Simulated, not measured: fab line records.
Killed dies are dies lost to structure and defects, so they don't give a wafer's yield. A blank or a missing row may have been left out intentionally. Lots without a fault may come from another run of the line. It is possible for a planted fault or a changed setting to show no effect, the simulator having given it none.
Split-lot experiment    flow sfq_line    23 wafers read from 5 lots, route of 325 steps

THE SPLIT ITSELF
At SFQ_TRILAYER_R5_DEP_SPUTTER_132 (material Ti, target thk 5 nm, time 5 s), the setting time_s was moved away from the recipe's 5 s on 9 of the 23 wafers read, by -9.0% to +6.9%. This setting was run at the recipe's value on the other wafers.

Reading taken at the split's own step.

THE READING
Ti_of_TRILAYER_R5_DEP_SPUTTER_132.thk_nm (the simulator's own value, which no gauge read), in nm, at SFQ_TRILAYER_R5_DEP_SPUTTER_132 (material Ti, target thk 5 nm, time 5 s). No usual value for it is given in the file. Here, 14 wafers ran the recipe; their average is 4.931 nm with a standard deviation of 0.1 nm.

wafer   tool, chamber at the split  time_s as run, s  against the recipe  Ti_of_TRILAYER_R5_DEP_SPUTTER_132.thk_nm, nm  against lot-mates on the recipe
L074.1  pvd_sputter-04, -           5.22              +4.4%               5.276                                         +0.173
L074.3  pvd_sputter-04, -           5                 recipe              5.12                                          -
L074.4  pvd_sputter-04, -           5.22              +4.4%               5.3                                           +0.197
L074.5  pvd_sputter-04, -           5                 recipe              5.086                                         -
L074.6  pvd_sputter-04, -           5.22              +4.4%               5.278                                         +0.175
L079.2  pvd_sputter-03, -           5                 recipe              4.843                                         -
L079.3  pvd_sputter-03, -           5                 recipe              4.803                                         -
L079.4  pvd_sputter-03, -           5.284             +5.7%               5.167                                         +0.355
L079.5  pvd_sputter-03, -           5.284             +5.7%               5.297                                         +0.485
L079.6  pvd_sputter-03, -           5                 recipe              4.79                                          -
L081.2  pvd_sputter-03, -           5                 recipe              4.882                                         -
L081.3  pvd_sputter-03, -           5                 recipe              5.026                                         -
L081.4  pvd_sputter-03, -           5                 recipe              4.856                                         -
L082.2  pvd_sputter-05, -           5                 recipe              5                                             -
L082.3  pvd_sputter-05, -           4.552             -9.0%               4.541                                         -0.446
L082.4  pvd_sputter-05, -           5                 recipe              5.018                                         -
L082.5  pvd_sputter-05, -           4.552             -9.0%               4.535                                         -0.452
L082.6  pvd_sputter-05, -           5                 recipe              4.943                                         -
L083.1  pvd_sputter-03, -           5.344             +6.9%               5.408                                         +0.517
L083.2  pvd_sputter-03, -           5                 recipe              4.902                                         -
L083.3  pvd_sputter-03, -           5.344             +6.9%               5.312                                         +0.421
L083.4  pvd_sputter-03, -           5                 recipe              4.909                                         -
L083.6  pvd_sputter-03, -           5                 recipe              4.861                                         -

FIT RESULTS
A straight line over all 23 wafers: Ti_of_TRILAYER_R5_DEP_SPUTTER_132.thk_nm changes by +0.0542 nm for each +1% of time_s; r = +0.92; the points scatter about the line by 0.097 nm.
The same after taking each lot's own level away (the mean of its wafers on the recipe; 23 wafers): +0.0567 nm for each +1%; r = +0.96; scatter 0.064 nm.
On that fit, the largest move of time_s shifts the reading by 0.51 nm.
The lots' own levels span 4.8120 to 5.1030 nm, that is 2.9 times the standard deviation above.
Consequently the slope shifts little with the lot-to-lot level, the two slopes agreeing.
Check: for one of the wafers moved furthest among these (-9.0%), held out of the fit, the line's prediction against its lot-mates is -0.52 nm. Against them it came out at -0.446 nm.

ADDITIONAL SPLITS CARRIED BY THESE WAFERS
Before the reading, these wafers also passed through other splits. Each is held against what the fit with the lots' levels taken away leaves over:
other split on the same wafers                       wafers away from the commonest value  r with Ti_of_TRILAYER_R5_DEP_SPUTTER_132.thk_nm (lot level and that fit taken away)
SFQ_TRILAYER_I2_VIA_BARC_OPEN_VIA_ETCH_096 time_s    6                                     +0.13
SFQ_TRILAYER_M3_LITHO_COAT_080 spin_rpm              7                                     +0.34
SFQ_TRILAYER_I3_VIA_LITHO_PEB_088 peb_temp_c         10                                    +0.22
SFQ_TRILAYER_I3_VIA_BARC_OPEN_VIA_ETCH_121 source_w  8                                     -0.38
SFQ_TRILAYER_M4_DEP_SPUTTER_091 power_w              7                                     -0.18
SFQ_TRILAYER_M4_ETCH_METAL_ETCH_096 time_s           5                                     -0.12
SFQ_TRILAYER_I4_VIA_LITHO_COAT_108 resist_thk_nm     8                                     -0.16
SFQ_TRILAYER_JJ_CE_LITHO_COAT_119 resist_thk_nm      5                                     +0.05
SFQ_TRILAYER_M5_LITHO_EXPOSE_124 dose_mj             8                                     +0.17
SFQ_TRILAYER_M5_ETCH_METAL_ETCH_126 icp_w            7                                     -0.17

FILE'S OWN FIT
Ti_of_TRILAYER_R5_DEP_SPUTTER_132.thk_nm changes by +0.0582 nm for each +1% of time_s, r = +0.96.
